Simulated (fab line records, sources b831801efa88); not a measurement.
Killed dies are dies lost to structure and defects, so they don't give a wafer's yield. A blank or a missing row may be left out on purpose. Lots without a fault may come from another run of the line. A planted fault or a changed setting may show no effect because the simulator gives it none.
fab line records | flow sky130
record lots=14 wafers=42 last_day=50
route steps=708 shown VIA3@586 METAL4@601 CAP2M@605
lots that met no fault: from a run of the same line without faults
start_h: hours from the record's first day to the start of the lot's first wafer shown | wait_h: hours since the lot's step before | " the same as in the row above | L1.1+2: a row that stands for several wafers | - no value, or no start given | * or withheld: withheld | < > ~ a bound
route shown NAME@n: a module of which the file shows steps, and the number in the route of the first | usual: mean/standard deviation of fault-free wafers | same: alike in all rows | chamber/n: place in a boat | sites: the reading at each site | _std_site: their standard deviation | _edge_site: outer sites' mean less inner sites' | radius_mm: how far each site lies from the wafer's centre | mask NAME#n: copy n | behind: the tool/chamber that last shaped the wafer | hold: why the lot was held/for how many hours/how that ended | device: the transistor (n, p or np) that didn't switch | end of line: the same wafers' tests at the end of the route | a step without rows: its recipe alone | killed: dies lost to structure and defects at the first sort, not the wafer's yield | map: a wafer's dies, x killed, . not, _ none there
set.NAME: the setting as run; set.NAME@STEP: as run at that earlier step | model.NAME: the simulator's own value behind a step, which no gauge read
steps of the route over a sample of lots; a table a step, a row a wafer
services: from which hour (start_h, from the record's first day; less than 0 if before it) a tool's chamber was out of use, for how many hours, and why
## steps
# step SKY_VIA3_OVL_MEAS_13
# usual VIA3_OVL=-1/6
# columns lot.wafer tool chamber start_h wait_h VIA3_OVL[nm]
L291.2 overlay-02 - 936.46 0.1 0
L291.4 " - " " -1
L291.5 " - " " 3
L292.2 overlay-02 - 938.42 0.1 -1
L292.5 " - " " 2
L292.6 " - " " 5
L295.1 overlay-01 - 959.87 0.1 -1
L295.2 " - " " -6
L295.6 " - " " -1
L297.1 overlay-01 - 985.10 0.1 -3
L297.2 " - " " 10
L297.5 " - " " 3
L298.2 overlay-02 - 987.62 0.1 3
L298.3 " - " " -4
L298.6 " - " " -5
L303.2 overlay-01 - 1017.11 0.1 3
L303.3 " - " " -4
L303.5 " - " " 1
L306.1 overlay-01 - 1036.20 0.1 9
L306.2 " - " " 2
L306.5 " - " " 1
L308.1 overlay-01 - 1044.67 0.1 -2
L308.4 " - " " 2
L308.5 " - " " -1
L309.1 overlay-02 - 1057.27 0.1 -4
L309.5 " - " " -11
L309.6 " - " " -6
L311.2 overlay-01 - 1065.67 0.1 -1
L311.5 " - " " -2
L311.6 " - " " -3
L310.1 overlay-01 - 1067.65 0.1 4
L310.4 " - " " -4
L310.5 " - " " 1
L312.2 overlay-01 - 1078.42 0.1 -13
L312.3 " - " " -9
L312.6 " - " " -13
L313.3 overlay-01 - 1080.78 0.1 0
L313.4 " - " " -7
L313.5 " - " " 3
L314.1 overlay-01 - 1085.62 0.1 -10
L314.3 " - " " -10
L314.4 " - " " -6
# step SKY_VIA3_CVD_21
# recipe material=W target_thk_nm=390 time_s=117.31 temp_c=400 pressure_torr=40
# usual heater_power_w=821/99
# columns lot.wafer tool chamber start_h wait_h heater_power_w since_wet_clean_h
L291.2 cvd_w-02 1 937.25 0.0 948 533
L291.4 " 0 " " 744 -
L291.5 " 1 " " 938 -
L292.2 cvd_w-02 0 939.29 0.0 736 535
L292.5 " 1 " " 931 -
L292.6 " 0 " " 756 -
L295.1 cvd_w-02 1 960.66 0.0 964 557
L295.2 " 0 " " 751 557
L295.6 " 1 " " 935 -
L297.1 cvd_w-02 0 985.97 0.0 758 582
L297.2 " 1 " " 954 582
L297.5 " 0 " " 754 -
L298.2 cvd_w-02 0 988.51 0.0 758 585
L298.3 " 0 " " 747 -
L298.6 " 1 " " 928 -
L303.2 cvd_w-01 0 1017.93 0.0 670 57
L303.3 " 1 " " 832 -
L303.5 " 1 " " 849 -
L306.1 cvd_w-02 0 1037.00 0.0 787 633
L306.2 " 1 " " 922 633
L306.5 " 0 " " 757 -
L308.1 cvd_w-02 1 1045.47 0.0 937 641
L308.4 " 0 " " 772 -
L308.5 " 1 " " 935 -
L309.1 cvd_w-01 1 1058.10 0.0 839 97
L309.5 " 1 " " 822 -
L309.6 " 0 " " 680 -
L311.2 cvd_w-02 0 1066.50 0.0 760 663
L311.5 " 0 " " 780 -
L311.6 " 1 " " 949 -
L310.1 cvd_w-02 1 1068.52 0.0 942 665
L310.4 " 1 " " 919 -
L310.5 " 1 " " 952 -
L312.2 cvd_w-02 0 1079.23 0.0 776 675
L312.3 " 1 " " 946 -
L312.6 " 0 " " 762 -
L313.3 cvd_w-02 0 1082.12 0.1 792 -
L313.4 " 1 " " 951 -
L313.5 " 0 " " 756 -
L314.1 cvd_w-02 1 1086.81 0.0 951 683
L314.3 " 1 " " 964 -
L314.4 " 0 " " 749 -
# step SKY_METAL4_SPUTTER_03
# recipe material=Ti target_thk_nm=5 power_w=3000 time_s=3.3 chamber_pressure_pa=0.4
# usual cathode_dc_power_W=3000.0/0.58 chamber_pressure_pa=0.4001/0.00073 throttle_valve_pct=29.6/0.92
# columns lot.wafer tool chamber start_h wait_h cathode_dc_power_W chamber_pressure_pa throttle_valve_pct
L291.2 pvd_sputter-03 - 937.94 0.0 3000.5 0.4017 28.3
L291.4 " - " " 2999.4 0.3995 30.9
L291.5 " - " " 3000.3 0.3994 29.0
L292.2 pvd_sputter-03 - 939.98 0.0 3001.1 0.4006 29.0
L292.5 " - " " 3000.6 0.4002 30.8
L292.6 " - " " 2999.6 0.3995 28.8
L295.1 pvd_sputter-03 - 961.35 0.0 3000.7 0.4000 29.0
L295.2 " - " " 3000.2 0.4002 28.9
L295.6 " - " " 3000.0 0.3998 29.2
L297.1 pvd_sputter-04 - 986.85 0.0 2999.9 0.4002 29.5
L297.2 " - " " 2999.2 0.3995 29.8
L297.5 " - " " 3000.5 0.4001 29.8
L298.2 pvd_sputter-03 - 989.20 0.0 2999.3 0.3995 29.1
L298.3 " - " " 2999.6 0.3991 30.4
L298.6 " - " " 2999.4 0.3995 30.9
L303.2 pvd_sputter-03 - 1018.62 0.0 3000.1 0.4002 28.8
L303.3 " - " " 2998.8 0.3996 28.1
L303.5 " - " " 3000.5 0.3996 29.1
L306.1 pvd_sputter-04 - 1037.69 0.0 3000.4 0.4008 30.0
L306.2 " - " " 3001.2 0.3996 29.7
L306.5 " - " " 2998.5 0.4015 29.9
L308.1 pvd_sputter-02 - 1046.16 0.0 3000.1 0.3990 29.8
L308.4 " - " " 3000.3 0.4014 28.5
L308.5 " - " " 3000.3 0.4001 29.2
L309.1 pvd_sputter-02 - 1058.79 0.0 2999.8 0.4003 28.4
L309.5 " - " " 2999.5 0.3996 30.0
L309.6 " - " " 3000.3 0.4002 30.0
L311.2 pvd_sputter-03 - 1068.19 0.0 3000.2 0.3990 29.2
L311.5 " - " " 2999.9 0.3995 29.1
L311.6 " - " " 2999.4 0.4005 28.3
L310.1 pvd_sputter-03 - 1069.21 0.0 2999.0 0.4001 29.4
L310.4 " - " " 2999.5 0.4012 29.0
L310.5 " - " " 2999.3 0.4002 30.6
L312.2 pvd_sputter-02 - 1079.98 0.0 3000.2 0.4001 29.6
L312.3 " - " " 3000.6 0.4017 29.3
L312.6 " - " " 3000.0 0.4004 29.2
L313.3 pvd_sputter-03 - 1082.76 0.0 2999.9 0.3998 30.8
L313.4 " - " " 3000.1 0.4009 29.0
L313.5 " - " " 2998.8 0.4002 28.3
L314.1 pvd_sputter-02 - 1087.50 0.0 2999.9 0.4009 29.9
L314.3 " - " " 3000.2 0.4004 28.6
L314.4 " - " " 2999.8 0.4008 29.9
# step SKY_CAP2M_SPUTTER_02
# recipe material=TiN target_thk_nm=200 temp_c=300 power_w=6500 time_s=166.7 chamber_pressure_pa=0.4
# usual cathode_dc_power_W=6500.0/1.1 chamber_pressure_pa=0.4000/0.0009 throttle_valve_pct=29.9/0.96
# columns lot.wafer tool chamber start_h wait_h cathode_dc_power_W chamber_pressure_pa throttle_valve_pct
L291.2 pvd_sputter-04 - 938.09 0.0 6501.5 0.3988 30.1
L291.4 " - " " 6500.1 0.4004 29.7
L291.5 " - " " 6499.4 0.4003 29.8
L292.2 pvd_sputter-01 - 940.13 0.0 6500.9 0.4007 31.1
L292.5 " - " " 6501.6 0.3995 30.8
L292.6 " - " " 6500.3 0.3985 29.2
L295.1 pvd_sputter-01 - 961.50 0.1 6499.3 0.4001 31.0
L295.2 " - " " 6499.2 0.3996 29.2
L295.6 " - " " 6500.1 0.3995 29.2
L297.1 pvd_sputter-01 - 987.00 0.1 - - -
L297.2 " - " " - - -
L297.5 " - " " - - -
L298.2 pvd_sputter-01 - 989.35 0.0 - - -
L298.3 " - " " - - -
L298.6 " - " " - - -
L303.2 pvd_sputter-01 - 1018.77 0.0 6500.7 0.4002 31.2
L303.3 " - " " 6500.3 0.4000 31.0
L303.5 " - " " 6499.5 0.4003 29.3
L306.1 pvd_sputter-03 - 1037.85 0.1 6500.0 0.4003 30.7
L306.2 " - " " 6498.3 0.3990 28.9
L306.5 " - " " 6499.0 0.4004 28.3
L308.1 pvd_sputter-01 - 1046.31 0.1 6499.3 0.3994 31.1
L308.4 " - " " 6499.0 0.3985 29.3
L308.5 " - " " 6501.0 0.4001 29.1
L309.1 pvd_sputter-03 - 1058.94 0.1 6501.5 0.4006 28.8
L309.5 " - " " 6502.1 0.3997 28.6
L309.6 " - " " 6499.3 0.3997 29.0
L311.2 pvd_sputter-01 - 1068.34 0.0 6500.8 0.4009 31.0
L311.5 " - " " 6499.1 0.4016 29.1
L311.6 " - " " 6499.4 0.4011 30.9
L310.1 pvd_sputter-04 - 1069.36 0.1 6500.9 0.4003 29.5
L310.4 " - " " 6499.7 0.3996 29.7
L310.5 " - " " 6500.3 0.4013 29.9
L312.2 pvd_sputter-01 - 1080.14 0.0 6499.7 0.4012 31.0
L312.3 " - " " 6500.6 0.4006 31.1
L312.6 " - " " 6498.9 0.4000 31.1
L313.3 pvd_sputter-01 - 1082.91 0.0 6500.2 0.3991 31.3
L313.4 " - " " 6498.3 0.4018 29.2
L313.5 " - " " 6502.0 0.4001 29.0
L314.1 pvd_sputter-03 - 1087.65 0.1 6500.1 0.4001 28.5
L314.3 " - " " 6501.4 0.4000 31.0
L314.4 " - " " 6500.2 0.3991 28.9
# step SKY_CAP2M_RS_MEAS_03
# recipe thk_meas_gauge=four-point-probe reads=TiN_of_CAP2M_SPUTTER_02
# usual CAP2M_TIN_RS=6.95/0.094
# columns lot.wafer tool chamber start_h wait_h CAP2M_TIN_RS[ohm/sq]
L291.2 film_metro-03 - 938.22 0.1 6.97
L291.4 " - " " 6.92
L291.5 " - " " 6.98
L292.2 film_metro-03 - 940.26 0.1 6.92
L292.5 " - " " 6.94
L292.6 " - " " 6.93
L295.1 film_metro-03 - 961.61 0.1 7.00
L295.2 " - " " 6.87
L295.6 " - " " 6.85
L297.1 film_metro-01 - 987.11 0.1 -
L297.2 " - " " -
L297.5 " - " " -
L298.2 film_metro-03 - 989.48 0.1 -
L298.3 " - " " -
L298.6 " - " " -
L303.2 film_metro-03 - 1018.90 0.1 6.96
L303.3 " - " " 6.92
L303.5 " - " " 6.81
L306.1 film_metro-01 - 1037.96 0.1 6.86
L306.2 " - " " 6.98
L306.5 " - " " 7.06
L308.1 film_metro-02 - 1046.42 0.1 6.93
L308.4 " - " " 6.82
L308.5 " - " " 6.84
L309.1 film_metro-02 - 1059.04 0.1 7.06
L309.5 " - " " 7.08
L309.6 " - " " 7.09
L311.2 film_metro-01 - 1068.47 0.1 6.87
L311.5 " - " " 6.90
L311.6 " - " " 6.90
L310.1 film_metro-03 - 1069.47 0.1 6.87
L310.4 " - " " 6.82
L310.5 " - " " 6.87
L312.2 film_metro-01 - 1080.27 0.1 6.81
L312.3 " - " " 7.02
L312.6 " - " " 6.99
L313.3 film_metro-03 - 1083.06 0.1 7.01
L313.4 " - " " 6.85
L313.5 " - " " 6.86
L314.1 film_metro-01 - 1087.76 0.1 6.94
L314.3 " - " " 6.87
L314.4 " - " " 6.89
# step SKY_CAP2M_THK_MEAS_04
# recipe thk_meas_gauge=xrf reads=TiN_of_CAP2M_SPUTTER_02
# usual CAP2M_TIN_THK=197.0/2.9
# columns lot.wafer tool chamber start_h wait_h CAP2M_TIN_THK[nm]
L291.2 film_metro-03 - 938.33 0.1 196.4
L291.4 " - " " 198.1
L291.5 " - " " 196.8
L292.2 film_metro-03 - 940.37 0.1 197.9
L292.5 " - " " 197.0
L292.6 " - " " 198.0
L295.1 film_metro-03 - 961.73 0.1 197.5
L295.2 " - " " 200.8
L295.6 " - " " 201.6
L297.1 film_metro-01 - 987.23 0.1 <0.0
L297.2 " - " " <0.0
L297.5 " - " " <0.0
L298.2 film_metro-03 - 989.59 0.1 <0.0
L298.3 " - " " <0.0
L298.6 " - " " <0.0
L303.2 film_metro-03 - 1019.01 0.1 197.2
L303.3 " - " " 199.6
L303.5 " - " " 201.2
L306.1 film_metro-01 - 1038.08 0.1 198.6
L306.2 " - " " 195.1
L306.5 " - " " 192.7
L308.1 film_metro-02 - 1046.54 0.1 199.6
L308.4 " - " " 202.4
L308.5 " - " " 201.6
L309.1 film_metro-02 - 1059.16 0.1 195.7
L309.5 " - " " 195.1
L309.6 " - " " 193.7
L311.2 film_metro-01 - 1068.58 0.1 198.7
L311.5 " - " " 197.7
L311.6 " - " " 198.0
L310.1 film_metro-03 - 1069.59 0.1 199.9
L310.4 " - " " 200.7
L310.5 " - " " 198.6
L312.2 film_metro-01 - 1080.38 0.1 198.8
L312.3 " - " " 193.5
L312.6 " - " " 193.1
L313.3 film_metro-03 - 1083.16 0.1 195.0
L313.4 " - " " 198.9
L313.5 " - " " 199.2
L314.1 film_metro-01 - 1087.88 0.1 195.6
L314.3 " - " " 197.4
L314.4 " - " " 196.4
# step SKY_CAP2M_METAL_ETCH_13
# recipe target_depth_nm=220 stop_on=SiO2 chemistry=Cl2/BCl3 target=TiN pressure_mtorr=10 icp_w=900 bias_w=48.5 Cl2_flow_sccm=60 bcl3_flow_sccm=30 time_s=62.9
# usual chamber_pressure_mTorr=9.999/0.016 drypump_motor_current_A=6.0/0.33 oes_product_au=0.939/0.0085 throttle_valve_pct=21.905/0.01
# columns lot.wafer tool chamber start_h wait_h chamber_pressure_mTorr drypump_motor_current_A oes_product_au rf_hours_counter_h throttle_valve_pct
L291.2 rie_metal-01 0 962.78 0.0 10.005 6.0 0.939 1 21.892
L291.4 " 0 " " 10.012 6.0 0.943 - 21.915
L291.5 " 0 " " 10.008 6.0 0.938 - 21.906
L292.2 rie_metal-03 0 964.17 0.0 10.005 5.9 0.939 17 21.910
L292.5 " 0 " " 9.993 5.9 0.937 - 21.898
L292.6 " 1 " " 10.008 6.4 0.937 - 21.910
L295.1 rie_metal-03 0 985.58 0.0 10.007 5.9 0.936 18 21.923
L295.2 " 1 " " 10.012 6.4 0.940 8 21.906
L295.6 " 1 " " 9.992 6.4 0.940 - 21.880
L297.1 rie_metal-03 0 1010.12 0.0 9.997 5.9 0.373 20 22.268
L297.2 " 1 " " 9.977 6.4 0.377 9 22.280
L297.5 " 1 " " 10.008 6.4 0.373 - 22.268
L298.2 rie_metal-01 1 1013.42 0.0 9.987 5.5 0.374 1 22.274
L298.3 " 1 " " 10.023 5.5 0.383 - 22.253
L298.6 " 0 " " 9.991 6.0 0.375 - 22.260
L303.2 rie_metal-04 0 1041.42 0.0 9.998 5.7 0.944 9 21.904
L303.3 " 1 " " 10.001 5.9 0.935 - 21.899
L303.5 " 1 " " 9.996 5.8 0.953 - 21.908
L306.1 rie_metal-03 1 1059.52 0.0 9.996 6.4 0.948 13 21.901
L306.2 " 1 " " 9.998 6.4 0.930 - 21.903
L306.5 " 1 " " 10.000 6.4 0.928 - 21.895
L308.1 rie_metal-04 1 1068.13 0.0 10.003 5.9 0.948 16 21.893
L308.4 " 0 " " 9.995 5.7 0.949 - 21.908
L308.5 " 0 " " 9.999 5.7 0.943 - 21.897
L309.1 rie_metal-01 1 1080.98 0.0 10.008 5.4 0.927 5 21.905
L309.5 " 1 " " 9.990 5.5 0.929 - 21.916
L309.6 " 0 " " 9.998 6.0 0.926 - 21.902
L311.2 rie_metal-03 1 1089.82 0.0 9.991 6.4 0.954 16 21.911
L311.5 " 0 " " 10.007 5.9 0.948 - 21.913
L311.6 " 1 " " 10.000 6.4 0.940 - 21.907
L310.1 rie_metal-03 0 1090.93 0.0 10.001 5.9 0.944 1 21.925
L310.4 " 1 " " 10.000 6.4 0.948 - 21.900
L310.5 " 0 " " 10.004 5.9 0.944 - 21.893
L312.2 rie_metal-03 1 1100.98 0.0 10.000 6.4 0.953 17 21.898
L312.3 " 1 " " 9.997 6.4 0.930 - 21.909
L312.6 " 1 " " 9.996 6.4 0.939 - 21.907
L313.3 rie_metal-03 1 1103.11 0.0 10.009 6.4 0.936 - 21.914
L313.4 " 0 " " 9.992 5.9 0.943 - 21.899
L313.5 " 0 " " 10.002 5.9 0.948 - 21.908
L314.1 rie_metal-01 0 1107.73 0.0 10.017 6.0 0.937 11 21.900
L314.3 " 1 " " 9.988 5.5 0.946 - 21.899
L314.4 " 0 " " 10.003 5.9 0.944 - 21.896
## services
# columns tool chamber start_h hours kind
pvd_sputter-01 0 921.83 - consumable_replace:kit
pvd_sputter-01 0 921.83 18.0 scheduled_down
rie_metal-04 0 932.06 16.6 repair
cvd_w-01 - 947.41 14.0 pm
rie_metal-03 - 953.22 0.9 repair
rie_metal-01 - 967.61 2.8 pm
rie_metal-01 0 970.98 10.6 repair
pvd_sputter-01 - 981.03 1.2 repair
pvd_sputter-02 - 995.14 1.4 repair
pvd_sputter-03 - 997.14 12.2 repair
pvd_sputter-01 - 1002.17 5.9 repair
pvd_sputter-04 - 1004.48 15.0 repair
pvd_sputter-01 - 1028.30 3.0 repair
pvd_sputter-03 3 1050.72 - consumable_replace:kit
pvd_sputter-03 3 1050.72 18.0 scheduled_down
pvd_sputter-03 3 1050.72 18.0 vent_cycle
cvd_w-02 - 1053.82 4.7 repair
cvd_w-01 - 1065.07 0.8 repair
cvd_w-01 - 1066.12 6.9 pm
cvd_w-01 - 1079.50 28.1 pm
rie_metal-04 - 1105.64 2.8 pm
pvd_sputter-03 2 1106.89 - consumable_replace:kit
pvd_sputter-03 2 1106.89 18.0 scheduled_down
pvd_sputter-03 2 1106.89 18.0 vent_cycle
## key
first_sign step=SKY_CAP2M_SPUTTER_02 reading=tool_record direction=missing
effect step=SKY_CAP2M_RS_MEAS_03 reading=CAP2M_TIN_RS direction=missing
effect step=SKY_CAP2M_THK_MEAS_04 reading=CAP2M_TIN_THK direction=down sigmas=67 usual=197.0 struck=<0.0
effect step=SKY_CAP2M_METAL_ETCH_13 reading=oes_product_au direction=down sigmas=66 usual=0.939 struck=0.376
met_at SKY_CAP2M_SPUTTER_02
struck_lots L297,L298
later_rows_left_out L297.1,L297.2,L297.5,L298.2,L298.3,L298.6
sort_left_out L297.1,L297.2,L297.5,L298.2,L298.3,L298.6
not_acting_at SKY_VIA3_OVL_MEAS_13,SKY_VIA3_CVD_21,SKY_METAL4_SPUTTER_03
onset_between 961.50 987.00
fault kind=skipped_step_whole tool=pvd_sputter-01 chamber=- onset_h=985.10 steps=SKY_CAP2M_SPUTTER_02 scope=struck_lots_only
# sort_left_out: the simulated sort isn't trusted on such a fault, so these wafers' sort isn't shown, and their yield isn't known
# later_rows_left_out: the simulator's readings of these wafers behind a module that went badly wrong aren't trusted and aren't shown, but for the sort
